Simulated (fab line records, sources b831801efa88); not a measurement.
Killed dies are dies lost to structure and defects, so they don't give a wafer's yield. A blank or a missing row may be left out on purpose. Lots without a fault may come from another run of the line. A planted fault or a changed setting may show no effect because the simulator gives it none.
One fault seen from 2 desks | flow sfq_line | each desk has only its own numbers; what lay behind them comes last

THE TOOL OWNER'S DESK: rie_metal-04
The tool's own readings at SFQ_TRILAYER_M7_ETCH_METAL_ETCH_180 (etches Nb in Cl2/Ar, stops on SiO2, target depth 240 nm, time 120 s): means of the sampled wafers that have a number, for each lot that ran on this tool. A lot is out of limits, marked OUT, if its mean lies more than 4 standard deviations from the usual mean; the brackets give that distance.
Columns: A = bias_w at SFQ_TRILAYER_M7_ETCH_METAL_ETCH_180, usual 80.01 W; B = chamber_pressure_mTorr at SFQ_TRILAYER_M7_ETCH_METAL_ETCH_180, usual 10.000 mTorr; C = drypump_motor_current_A at SFQ_TRILAYER_M7_ETCH_METAL_ETCH_180, usual 6.0 A; D = oes_product_au at SFQ_TRILAYER_M7_ETCH_METAL_ETCH_180, usual 0.892 a.u.
lot  | first seen here | A     | B      | C   | D
L927 | day 88 11:48    | 79.72 | 10.002 | 6.0 | 0.891
This desk's finding: nothing out of limits on the one lot.

THE METROLOGY DESK
What the gauges read, lot by lot, whatever tool the lot ran on: means of the sampled wafers that have a number. A lot is out of limits, marked OUT, if its mean lies more than 4 standard deviations from the usual mean; the brackets give that distance.
Columns: A = M7_NB_RS at SFQ_M7_RS_MEAS_943, usual 0.894 ohm/sq; B = M7_OVL at SFQ_M7_OVL_MEAS_945, usual 1 nm; C = I7_BOW at SFQ_I7_BOW_MEAS_946, usual 7 um; D = I7_OVL at SFQ_I7_OVL_MEAS_947, usual 1 nm; E = M8_OVL at SFQ_M8_OVL_MEAS_948, usual 2 nm; F = M8_AU_RS at SFQ_M8_RS_MEAS_949, usual 0.1543 ohm/sq; G = M8_BOW at SFQ_M8_BOW_MEAS_951, usual 8 um
lot  | first seen here | A     | B  | C   | D  | E  | F      | G
L910 | day 67 06:54    | 0.885 | -6 | -0  | 0  | 8  | 0.1547 | 1
L922 | day 77 19:38    | 0.896 | -1 | 12  | 0  | 6  | 0.1529 | 13
L924 | day 77 21:16    | 0.878 | 4  | 15  | 3  | -3 | 0.1551 | 14
L923 | day 79 12:23    | 0.894 | -3 | -12 | -4 | 10 | 0.1496 | -10
L927 | day 88 08:05    | 0.899 | -2 | 8   | -2 | 6  | 0.1544 | 9
L932 | day 89 16:12    | 0.898 | 5  | -3  | -1 | 5  | 0.1528 | -2
This desk's finding: nothing out of limits on any of the 6 lots.

PUT TOGETHER
The tool owner's desk saw nothing out of limits.
The metrology desk saw nothing out of limits.

WHAT THE SIMULATOR HAD PUT IN
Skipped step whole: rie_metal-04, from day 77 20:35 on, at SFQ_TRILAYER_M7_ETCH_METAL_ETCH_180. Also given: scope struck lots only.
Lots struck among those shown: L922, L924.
